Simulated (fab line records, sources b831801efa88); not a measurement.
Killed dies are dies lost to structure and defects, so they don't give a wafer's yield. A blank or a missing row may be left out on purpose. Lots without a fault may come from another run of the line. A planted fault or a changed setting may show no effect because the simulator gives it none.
Problem report in the 8D (eight disciplines) form, filled by code | flow gf180mcu | the parts of the form that need people (team, actions taken, sign-off) are left out

1. THE PROBLEM
bias_w at GF_MIM_METAL_ETCH_19 reads a mean of 123.3 W on 4 wafers of 2 lots; wafers without a fault read 139.9 W with a standard deviation of 0.45. That is -37 standard deviations from the usual mean.
The step: etches the open film in Cl2/BCl3, stops on Si3N4, target depth 324.5 nm, time 54.1 s.
First seen on wafer L664.1, day 30 15:16, on rie_metal-03. The record holds 39 wafers of 13 lots with a number at this step. Rule for "out", or "out of limits": more than 4 standard deviations from the usual mean. The other wafers with a number count as sound.

2. WHAT IT IS AND WHAT IT IS NOT
question                    | is                             | is not
which readings at this step | bias_w                         | drypump_motor_current_A, he_backside_leak_sccm, oes_product_au, throttle_valve_pct
which lots                  | L664, L668                     | L648, L649, L650, L651, L654, L656, L657, L659, L669, L670, L671
which wafers of those lots  | L664.1, L664.6, L668.2, L668.4 | L664.3, L668.1
read on which tools         | rie_metal-03                   | rie_metal-02, rie_metal-04
when                        | from day 30 15:16              | up to then (25 sound wafers); but 10 sound wafers of L668, L669, L670, L671 came after

3. SUSPECTS, AND WHAT RULES EACH OUT
Counting: a tool at a process step up to the reading stays a suspect if it ran every lot that is out. Sound lots after the first of them don't rule it out here, since some wafers of a struck lot are sound.
- rie_metal-03 at GF_MIM_METAL_ETCH_19 (etches the open film in Cl2/BCl3, stops on Si3N4, target depth 324.5 nm, time 54.1 s): kept. It ran every lot that is out, first L664 (day 30 15:16); its last sound lot up to then is L657 (day 28 14:28). Its own readings are out on those wafers: bias_w.
- Within rie_metal-03 at GF_MIM_METAL_ETCH_19: the wafers that are out ran in chamber 0; their sound lot-mates ran in chamber 1.
Left after counting: rie_metal-03 at GF_MIM_METAL_ETCH_19.

4. THE CAUSE (what the simulator had put in)
Process parameter drift: rie_metal-03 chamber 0, from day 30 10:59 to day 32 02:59, at GF_MIM_METAL_ETCH_19. Setting bias_w, moved by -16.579, from 140. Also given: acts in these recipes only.
Counting left only this tool.

5. THE CHAIN OF EFFECTS, in route order
Each row: a reading whose mean over the struck wafers that have a number lies more than 3 standard deviations from the usual. Only readings for which the record gives a usual standard deviation are gone through. hours: the time from each lot's start at the first step in this table that gives one to its start at this step, as a median over the lots. sigmas: the change in usual standard deviations.
hours | step                    | reading         | usual   | on struck wafers | change | sigmas
0     | GF_MIM_METAL_ETCH_19    | bias_w          | 139.9 W | 123.3            | -16.6  | -37
73    | GF_PASSIVATION_PROBE_99 | killed_at_other | 0.2     | 1.8              | +1.6   | +3.6
The process steps in it:
- GF_MIM_METAL_ETCH_19: etches the open film in Cl2/BCl3, stops on Si3N4, target depth 324.5 nm, time 54.1 s.
- GF_PASSIVATION_PROBE_99

6. WHAT WOULD HAVE CAUGHT IT SOONER
In this record the first reading out of limits was taken at day 30 15:16, 4 hours after the fault began at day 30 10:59.
